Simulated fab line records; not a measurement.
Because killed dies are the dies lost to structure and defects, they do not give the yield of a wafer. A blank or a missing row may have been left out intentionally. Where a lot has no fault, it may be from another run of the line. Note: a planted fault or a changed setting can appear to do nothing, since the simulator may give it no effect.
Split-lot study | flow gf180mcu | route with 602 steps; 5 lots, 23 wafers read

THE SPLIT
At GF_HV_LDD_EXPOSE_28 (exposes mask Nplus HV AREA, target cd 400 nm), the setting dose_mj was moved away from the recipe's 140 on 8 of the 23 wafers read, by -6.6% to -4.7%. The other wafers ran this setting at the recipe's value.

BETWEEN THE SPLIT AND THE READING: the file shows 1 step in between
- GF_HV_LDD_DEVELOP_30: develop time 60 s (also split here: develop_time_s)

THE READING
cd_nm at GF_HV_LDD_CD_MEAS_31, given in nm (cd target 400 nm). A value of 398.4 nm with a standard deviation of 2.3 nm is what fault-free wafers of this fab line usually give.

wafer  | tool, chamber at the split | dose_mj as run | against the recipe | cd_nm, nm | against lot-mates on the recipe
L075.1 | iline_stepper-01, 0        | 140            | recipe             | 393.0     | -
L075.2 | iline_stepper-01, 0        | 140            | recipe             | 400.3     | -
L075.3 | iline_stepper-01, 0        | 140            | recipe             | 392.2     | -
L075.5 | iline_stepper-01, 0        | 140            | recipe             | 402.2     | -
L075.6 | iline_stepper-01, 0        | 140            | recipe             | 393.4     | -
L077.2 | iline_stepper-01, 0        | 140            | recipe             | 398.9     | -
L077.3 | iline_stepper-01, 0        | 130.8          | -6.6%              | 380.7     | -17.5
L077.4 | iline_stepper-01, 0        | 130.8          | -6.6%              | 379.1     | -19.1
L077.5 | iline_stepper-01, 0        | 140            | recipe             | 397.6     | -
L077.6 | iline_stepper-01, 0        | 140            | recipe             | 398.0     | -
L080.1 | iline_stepper-01, 0        | 140            | recipe             | 393.2     | -
L080.3 | iline_stepper-01, 0        | 140            | recipe             | 393.7     | -
L080.6 | iline_stepper-01, 0        | 140            | recipe             | 396.5     | -
L082.1 | iline_stepper-01, 0        | 140            | recipe             | 396.6     | -
L082.2 | iline_stepper-01, 0        | 132.2          | -5.6%              | 380.2     | -11.4
L082.3 | iline_stepper-01, 0        | 132.2          | -5.6%              | 368.9     | -22.7
L082.5 | iline_stepper-01, 0        | 132.2          | -5.6%              | 369.6     | -22.0
L082.6 | iline_stepper-01, 0        | 140            | recipe             | 386.6     | -
L085.1 | iline_stepper-01, 0        | 133.4          | -4.7%              | 386.0     | -8.6
L085.2 | iline_stepper-01, 0        | 140            | recipe             | 390.3     | -
L085.3 | iline_stepper-01, 0        | 133.4          | -4.7%              | 384.2     | -10.4
L085.5 | iline_stepper-01, 0        | 140            | recipe             | 398.9     | -
L085.6 | iline_stepper-01, 0        | 133.4          | -4.7%              | 377.4     | -17.2

FIT RESULTS
A straight line over all 23 wafers: cd_nm changes by +3.09 nm for each +1% of dose_mj; r = +0.87; the points scatter about the line by 4.9 nm.
The same after taking each lot's own level away (the mean of its wafers on the recipe; 23 wafers): +2.94 nm for each +1%; r = +0.90; scatter 4 nm.
That fit puts the effect of the largest move of dose_mj on the reading at 19 nm.
The span of the lots' own levels, 391.60 to 398.17 nm, comes to 2.9 times the standard deviation stated above.
Consequently the slope shifts little with the lot-to-lot level, the two slopes agreeing.
Check: -19.7 nm against its lot-mates is what the line predicts for one of the wafers moved furthest among these (-6.6%) when that wafer is left out of the fit. Against them it came out at -17.5 nm.

ADDITIONAL SPLITS CARRIED BY THESE WAFERS
Note: prior to the reading, these wafers also went through further splits. Each is held against what the fit with the lots' levels taken away leaves over:
other split on the same wafers      | wafers away from the commonest value | r with cd_nm (lot level and that fit taken away)
GF_DUAL_GATE_OXIDATION_02 temp_c    | 15                                   | -0.22
GF_HV_LDD_EXPOSE_04 dose_mj         | 5                                    | +0.00
GF_HV_LDD_DEVELOP_06 dev_temp_c     | 4                                    | -0.06
GF_HV_LDD_DEVELOP_18 develop_time_s | 7                                    | -0.06
GF_HV_LDD_DEVELOP_30 develop_time_s | 8                                    | +0.84

THE FILE'S OWN FIT
cd_nm changes by +2.92 nm for each +1% of dose_mj, r = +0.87.
